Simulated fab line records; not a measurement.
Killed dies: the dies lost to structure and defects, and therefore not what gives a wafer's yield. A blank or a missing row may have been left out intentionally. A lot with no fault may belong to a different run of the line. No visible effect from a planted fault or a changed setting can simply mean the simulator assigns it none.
Which tool was responsible? | flow gf180mcu | Sampling: 14 lots, 42 wafers, 5 of 602 route steps

## WHAT EACH GAUGE READ, for each wafer
GF_V2_RS_MEAS_24: the measuring method here is four-point-probe. Usual: V2_W_RS typically reads 0.328 ohm/sq, with standard deviation 0.0035.
lot  | measured     | on            | V2_W_RS (ohm/sq)  | flag
L317 | day 20 09:01 | film-metro-04 | 0.327 0.329 0.327 |
L319 | day 21 02:38 | film-metro-01 | 0.331 0.331 0.329 |
L320 | day 21 16:55 | film-metro-01 | 0.333 0.335 0.329 |
L321 | day 22 04:57 | film-metro-04 | 0.334 0.328 0.330 |
L326 | day 23 14:18 | film-metro-04 | 0.327 0.324 0.324 |
L328 | day 24 12:25 | film-metro-04 | 0.327 0.328 0.329 |
L329 | day 24 18:30 | film-metro-01 | 0.327 0.333 0.327 |
L330 | day 24 23:35 | film-metro-01 | 0.326 0.318 0.321 |
L331 | day 25 10:40 | film-metro-04 | 0.327 0.322 0.324 |
L332 | day 25 14:53 | film-metro-01 | 0.328 0.330 0.327 |
L336 | day 27 04:45 | film-metro-04 | 0.324 0.331 0.328 |
L337 | day 27 07:05 | film-metro-02 | 0.327 0.325 0.329 |
L338 | day 27 09:30 | film-metro-01 | 0.328 0.327 0.334 |
L339 | day 27 18:46 | film-metro-02 | 0.325 0.330 0.326 |

GF_M4_OVL_MEAS_15. Usual: M4_OVL typically reads 3 nm, with standard deviation 5.9.
lot  | measured     | on         | M4_OVL (nm) | flag
L317 | day 23 10:47 | overlay-02 | -1 6 -5     |
L319 | day 24 03:48 | overlay-02 | 5 0 -3      |
L320 | day 24 17:30 | overlay-02 | 8 2 -2      |
L321 | day 25 03:54 | overlay-02 | -8 -7 -1    |
L326 | day 26 11:30 | overlay-01 | 13 14 13    |
L328 | day 27 07:22 | overlay-01 | 13 7 12     |
L329 | day 27 12:49 | overlay-02 | 3 4 3       |
L330 | day 27 17:31 | overlay-01 | 5 1 2       |
L331 | day 28 04:10 | overlay-02 | 0 -2 3      |
L332 | day 28 07:16 | overlay-02 | 11 13 10    |
L336 | day 29 17:56 | overlay-01 | 10 10 4     |
L337 | day 29 21:59 | overlay-02 | 9 6 -5      |
L338 | day 29 23:39 | overlay-01 | 8 9 7       |
L339 | day 30 07:45 | overlay-02 | 4 1 1       |

GF_PASSIVATION_THK_MEAS_03. Usual: PASSIVATION_CVD_02_THK typically reads 698 nm, with standard deviation 8.9.
lot  | measured     | on            | PASSIVATION_CVD_02_THK (nm) | flag
L317 | day 28 05:20 | film-metro-01 | 690 701 708                 |
L319 | day 28 20:08 | film-metro-04 | 688 693 704                 |
L320 | day 29 06:53 | film-metro-01 | 700 700 694                 |
L321 | day 29 15:49 | film-metro-02 | 691 688 705                 |
L326 | day 30 20:04 | film-metro-02 | 708 693 717                 |
L328 | day 31 13:35 | film-metro-02 | 976 985 976                 | OFF
L329 | day 31 17:57 | film-metro-01 | 983 985 998                 | OFF
L330 | day 31 22:04 | film-metro-02 | 689 704 700                 |
L331 | day 32 06:53 | film-metro-02 | 696 698 701                 |
L332 | day 32 08:46 | film-metro-02 | 694 701 711                 |
L336 | day 33 15:08 | film-metro-02 | 702 702 708                 |
L337 | day 33 18:10 | film-metro-01 | 689 701 708                 |
L338 | day 33 20:05 | film-metro-04 | 687 689 706                 |
L339 | day 34 02:37 | film-metro-04 | 694 688 701                 |

## EACH LOT AND THE TOOL THAT RAN IT (in order: tool; ch and the chambers of the sampled wafers; start)
lot  | GF_M2_STRIP_17                       | GF_PASSIVATION_CVD_02
L317 | plasma-asher-01 ch 0,1, day 19 06:16 | pecvd-01 ch 1,2, day 28 04:59
L319 | plasma-asher-02 ch 0, day 20 00:52   | pecvd-04 ch 0,1, day 28 19:51
L320 | plasma-asher-04 ch 0,1, day 20 15:16 | pecvd-03 ch 0,1,2, day 29 06:35
L321 | plasma-asher-01 ch 0, day 21 03:58   | pecvd-01 ch 0,2, day 29 15:32
L326 | plasma-asher-04 ch 0,1, day 22 12:31 | pecvd-01 ch 0,1,2, day 30 19:47
L328 | plasma-asher-04 ch 0,1, day 23 11:38 | pecvd-03 ch 0,1, day 31 13:17
L329 | plasma-asher-04 ch 0,1, day 23 17:30 | pecvd-03 ch 0,1,2, day 31 17:46
L330 | plasma-asher-04 ch 0,1, day 23 23:47 | pecvd-01 ch 0,1,2, day 31 21:46
L331 | plasma-asher-02 ch 0,1, day 24 10:35 | pecvd-01 ch 0,1,2, day 32 06:41
L332 | plasma-asher-02 ch 0,1, day 24 14:54 | pecvd-01 ch 1,2, day 32 08:28
L336 | plasma-asher-04 ch 0,1, day 26 06:04 | pecvd-04 ch 1,2, day 33 14:50
L337 | plasma-asher-02 ch 0,1, day 26 07:22 | pecvd-04 ch 0,1, day 33 17:52
L338 | plasma-asher-04 ch 0,1, day 26 11:09 | pecvd-01 ch 0,2, day 33 19:47
L339 | plasma-asher-04 ch 0,1, day 26 21:22 | pecvd-01 ch 0,1,2, day 34 02:19
- GF_M2_STRIP_17: strips in O2/N2.
- GF_PASSIVATION_CVD_02: deposits Si3N4, target thk 700 nm, time 486.18 s.

## WHAT THE TOOLS THEMSELVES READ (means of the sampled wafers that have a number; where no wafer has one, the mark that the record gives instead)
GF_M2_STRIP_17. Usual: drypump-motor-current-A 5.5 A, standard deviation 0.62; heater-power-w 350 W, standard deviation 39; oes-product-au 0.539 a.u., standard deviation 0.0055; platen-temp-c 250.00 C, standard deviation 0.18; strip-time-to-endpoint-s 7.40 s, standard deviation 0.06.
lot  | tool            | drypump-motor-current-A (A) | heater-power-w (W) | oes-product-au (a.u.) | platen-temp-c (C) | strip-time-to-endpoint-s (s) | flag
L317 | plasma-asher-01 | 5.2                         | 355                | 0.541                 | 250.02            | 7.42                         |
L319 | plasma-asher-02 | 6.3                         | 326                | 0.534                 | 250.19            | 7.38                         |
L320 | plasma-asher-04 | 5.3                         | 381                | 0.540                 | 250.05            | 7.43                         |
L321 | plasma-asher-01 | 5.9                         | 368                | 0.537                 | 250.07            | 7.38                         |
L326 | plasma-asher-04 | 5.0                         | 345                | 0.539                 | 250.11            | 7.40                         |
L328 | plasma-asher-04 | 5.0                         | 347                | 0.539                 | 249.98            | 7.39                         |
L329 | plasma-asher-04 | 5.0                         | 350                | 0.538                 | 249.92            | 7.42                         |
L330 | plasma-asher-04 | 5.0                         | 347                | 0.541                 | 249.90            | 7.39                         |
L331 | plasma-asher-02 | 6.2                         | 326                | 0.540                 | 249.97            | 7.37                         |
L332 | plasma-asher-02 | 6.0                         | 324                | 0.534                 | 250.06            | 7.39                         |
L336 | plasma-asher-04 | 5.3                         | 381                | 0.536                 | 249.93            | 7.36                         |
L337 | plasma-asher-02 | 6.1                         | 330                | 0.536                 | 249.85            | 7.37                         |
L338 | plasma-asher-04 | 5.0                         | 343                | 0.537                 | 250.04            | 7.36                         |
L339 | plasma-asher-04 | 5.3                         | 384                | 0.545                 | 249.81            | 7.47                         |

GF_PASSIVATION_CVD_02. Usual: 687 W for heater-power-w, sd 57.
lot  | tool     | heater-power-w (W) | flag
L317 | pecvd-01 | 665                |
L319 | pecvd-04 | 707                |
L320 | pecvd-03 | 669                |
L321 | pecvd-01 | 699                |
L326 | pecvd-01 | 729                |
L328 | pecvd-03 | 671                |
L329 | pecvd-03 | 628                |
L330 | pecvd-01 | 692                |
L331 | pecvd-01 | 726                |
L332 | pecvd-01 | 711                |
L336 | pecvd-04 | 610                |
L337 | pecvd-04 | 643                |
L338 | pecvd-01 | 731                |
L339 | pecvd-01 | 702                |

## THE ANSWER, worked out from the rows above alone
Rule: lot off if the mean of its wafers having a number is beyond 3 standard deviations from the usual mean. A lot without any number at a reading at which 4 lots or more have one is off too. Where the step has rows for the other lots, those lots are counted as sound. Order of review: gauges by route order, followed by the tools' own readings, for which a lot's mean as printed above is used. At the first step where some lot is off, the reading lying furthest off is the one used; lots without a number count as furthest.
Off: at GF_PASSIVATION_THK_MEAS_03 (PASSIVATION_CVD_02_THK), L328, L329.
A tool fits if, at a process step before that reading, it ran every lot that is off, and no sound lot after the first of them. Those tools and the gauges at GF_PASSIVATION_THK_MEAS_03 are tried in the same way. One candidate fits, namely pecvd-03 at GF_PASSIVATION_CVD_02. Its last sound lot is L320 (day 29 06:35), its first lot that is off L328 (day 31 13:17): a fault that began between those two fits.

## WHAT THE SIMULATOR HAD PUT IN
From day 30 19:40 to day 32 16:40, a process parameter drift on pecvd-03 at GF_PASSIVATION_CVD_02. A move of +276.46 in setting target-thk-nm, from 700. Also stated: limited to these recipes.
Lots struck among those shown: L328, L329. Same finding as the rule above.
